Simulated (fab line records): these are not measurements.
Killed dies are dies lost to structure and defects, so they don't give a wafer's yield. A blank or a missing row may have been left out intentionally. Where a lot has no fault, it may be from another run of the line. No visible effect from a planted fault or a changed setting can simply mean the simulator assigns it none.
Chamber matching + flow sky130 + SKY_FIELD_ISO_CMP_27 on cmp-02 has 4 sister chambers
The step polishes, stops on Si3N4, t overpolish 16 s, target thk 457.8 nm. 18 wafers are shown with their chamber, then 9 later ones without.

WAFERS, EACH WITH ITS CHAMBER
| wafer  | chamber | motor-current-A (A) | slurry-flow-ml-min |
|--------|---------|---------------------|--------------------|
| L466.1 | 1       | 10.5                | 150.3              |
| L466.3 | 2       | 11.4                | 150.4              |
| L466.6 | 2       | 11.5                | 149.6              |
| L471.3 | 1       | 11.4                | 149.8              |
| L471.4 | 0       | 12.4                | 149.6              |
| L471.5 | 0       | 12.2                | 149.8              |
| L476.1 | 2       | 11.4                | 149.7              |
| L476.2 | 3       | 12.3                | 150.7              |
| L476.6 | 3       | 12.6                | 150.3              |
| L478.1 | 2       | 11.6                | 150.1              |
| L478.5 | 3       | 12.4                | 150.4              |
| L478.6 | 0       | 11.5                | 149.7              |
| L480.1 | 1       | 11.1                | 149.6              |
| L480.5 | 0       | 11.8                | 150.1              |
| L480.6 | 3       | 11.6                | 149.6              |
| L481.3 | 0       | 11.9                | 149.8              |
| L481.4 | 2       | 11.4                | 149.5              |
| L481.5 | 3       | 12.8                | 150.3              |

SIGNATURES (averages over the wafers above)
| reading            | chamber 0 | chamber 1 | chamber 2 | chamber 3 | scatter within a chamber |
|--------------------|-----------|-----------|-----------|-----------|--------------------------|
| motor-current-A    | 11.960    | 11.000    | 11.460    | 12.340    | 0.356                    |
| slurry-flow-ml-min | 149.800   | 149.900   | 149.860   | 150.260   | 0.341                    |
Rule: a wafer's distance from a chamber is the root of the sum, over the readings, of the square of ((its reading less the chamber's mean) divided by the reading's scatter). If the next closest chamber is less than 2 further off than the closest, the wafer can't be placed; otherwise it belongs to the closest. How the scatter is found: for the shown wafers, subtract from each reading the mean of its chamber, square and add these, divide the total by (wafers less chambers), then take the root.

WAFERS WITHOUT THEIR CHAMBER
| wafer  | motor-current-A (A) | slurry-flow-ml-min |
|--------|---------------------|--------------------|
| L482.2 | 12.4                | 149.5              |
| L482.3 | 11.6                | 150.2              |
| L482.6 | 12.4                | 150.3              |
| L483.1 | 11.6                | 150.5              |
| L483.5 | 12.1                | 150.4              |
| L483.6 | 12.0                | 150.6              |
| L484.2 | 11.5                | 149.2              |
| L484.5 | 11.9                | 150.6              |
| L484.6 | 11.9                | 149.7              |

WHICH CHAMBER EACH ONE RAN IN
| wafer  | from the rows above               | in truth |
|--------|-----------------------------------|----------|
| L482.2 | can't be placed: 0 or 3 or 2      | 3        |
| L482.3 | can't be placed: 2 or 0 or 1 or 3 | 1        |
| L482.6 | can't be placed: 3 or 0           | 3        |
| L483.1 | can't be placed: 2 or 3 or 0 or 1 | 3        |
| L483.5 | can't be placed: 3 or 0 or 2      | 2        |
| L483.6 | can't be placed: 3 or 0 or 2      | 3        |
| L484.2 | can't be placed: 2 or 0 or 1 or 3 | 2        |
| L484.5 | can't be placed: 3 or 0 or 2 or 1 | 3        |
| L484.6 | can't be placed: 0 or 2 or 3      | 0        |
Correct placement for 0 of the 9. Unplaceable from these rows: 9, with the true chamber sitting among the candidates in 9. Placed wrongly: 0.
